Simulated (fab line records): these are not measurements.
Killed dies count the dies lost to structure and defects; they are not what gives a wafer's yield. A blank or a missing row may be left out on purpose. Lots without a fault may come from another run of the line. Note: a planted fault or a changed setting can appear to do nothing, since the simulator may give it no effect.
A lot that was struck, set against a sound lot :: flow sky130 :: 15 steps out of a route of 708
Sound: the wafers L414.1, L414.3, L414.5. Struck: wafer L429.6. (L429.1, L429.2 of the same lot were not struck and are left out.) The cause comes at the end.
At each step with rows: each side's tool, then ch and its chambers, then its first start. Under that, the readings that differ: sound wafers :: struck wafers :: difference of the means :: sigmas: that difference in standard deviations of wafers without a fault.
alike: same words and numbers on both sides, and readings whose means sit less than 2 such deviations apart. not compared: any withheld reading, any reading some wafer has no value for, any bound like >300 that may hide the same value, and any number with overlapping values for which the record gives no deviation.
The two part at a step that has a row with sigmas, a row that says differs or no value, or rows on one side only. Numbers that don't overlap but have no deviation are shown without sigmas and don't part them. A reading missing from all wafers of one side parts the sides only when that side holds two or more wafers.

SKY_VIA3_STRIP_16: strips in O2/N2.
  sound on plasma-asher-03 ch 0,1, day 41 17:43; struck on plasma-asher-03 ch 1, day 46 11:32
  alike: chamber-pressure-mTorr, drypump-motor-current-A, oes-product-au, strip-time-to-endpoint-s
  not compared: rf-hours-counter-h
then, 4 steps without rows for these wafers: SKY_VIA3_STRIP_17 (strips in post etch residue remover, time 1200 s); SKY_VIA3_CLEAN_18 (cleans in IPA, time 180 s); SKY_VIA3_CLEAN_19 (cleans in O3/DIW); SKY_VIA3_SPUTTER_20 (material TiN, target thk 20 nm, time 80 s).
SKY_VIA3_CVD_21: deposits W, target thk 390 nm, time 117.31 s.
  sound on cvd-w-02 ch 0,1, day 41 18:29; struck on cvd-w-01 ch 0, day 46 12:12
  alike: heater-power-w
SKY_VIA3_RS_MEAS_22: measures by four-point-probe.
  sound: film-metro-01 at day 41 18:36; struck: film-metro-02 at day 46 12:19
  alike: VIA3_W_RS
SKY_VIA3_THK_MEAS_23: measures by xrf.
  sound: film-metro-01 at day 41 18:43; struck: film-metro-02 at day 46 12:26
  alike: VIA3_W_THK
SKY_VIA3_CMP_24: polishes, stops on SiO2, t overpolish 20 s, target thk 0 nm.
  sound on cmp-01 ch 0,1,3, day 41 18:53; struck on cmp-01 ch 3, day 46 12:33
reading: time-to-endpoint-s (s)
sound: 96.8 93.1 93.4
struck: 100.5
difference: +6.1
sigmas: +2
  alike: motor-current-A, overpolish-run-s
then, 1 step without rows for these wafers: SKY_METAL4_SPUTTER_00 (material Ti, target thk 15 nm, time 10 s).
SKY_METAL4_SPUTTER_01: material TiN, target thk 20 nm, time 16.7 s.
  sound: pvd-sputter-01 at day 41 19:06; struck: pvd-sputter-03 at day 46 12:50
  alike: cathode-dc-power-W, throttle-valve-pct
SKY_METAL4_SPUTTER_02: material AlCu, target thk 735 nm, time 39.1 s.
  sound: pvd-sputter-01 at day 41 19:08; struck: pvd-sputter-03 at day 46 12:51
  alike: cathode-dc-power-W, throttle-valve-pct
SKY_METAL4_SPUTTER_03: material Ti, target thk 5 nm, time 3.3 s.
  sound: pvd-sputter-01 at day 41 19:10; struck: pvd-sputter-03 at day 46 12:53
reading: cathode-dc-power-W (W)
sound: 3000.1 3000.3 3000.1
struck: 2918.5
difference: -81.7
sigmas: -99 or more
  alike: throttle-valve-pct
then, 1 step without rows for these wafers: SKY_METAL4_SPUTTER_04 (material TiN, target thk 70 nm, time 58.3 s).
SKY_PAD_OPEN_PROBE_99:
  the record has rows for the sound wafers here (prober-02, day 47 16:40) and none for the struck ones

== WHERE THEY PART ==
Last at SKY_PAD_OPEN_PROBE_99 as far as this record goes, first at SKY_VIA3_CMP_24.

WHY: what the simulator had put in
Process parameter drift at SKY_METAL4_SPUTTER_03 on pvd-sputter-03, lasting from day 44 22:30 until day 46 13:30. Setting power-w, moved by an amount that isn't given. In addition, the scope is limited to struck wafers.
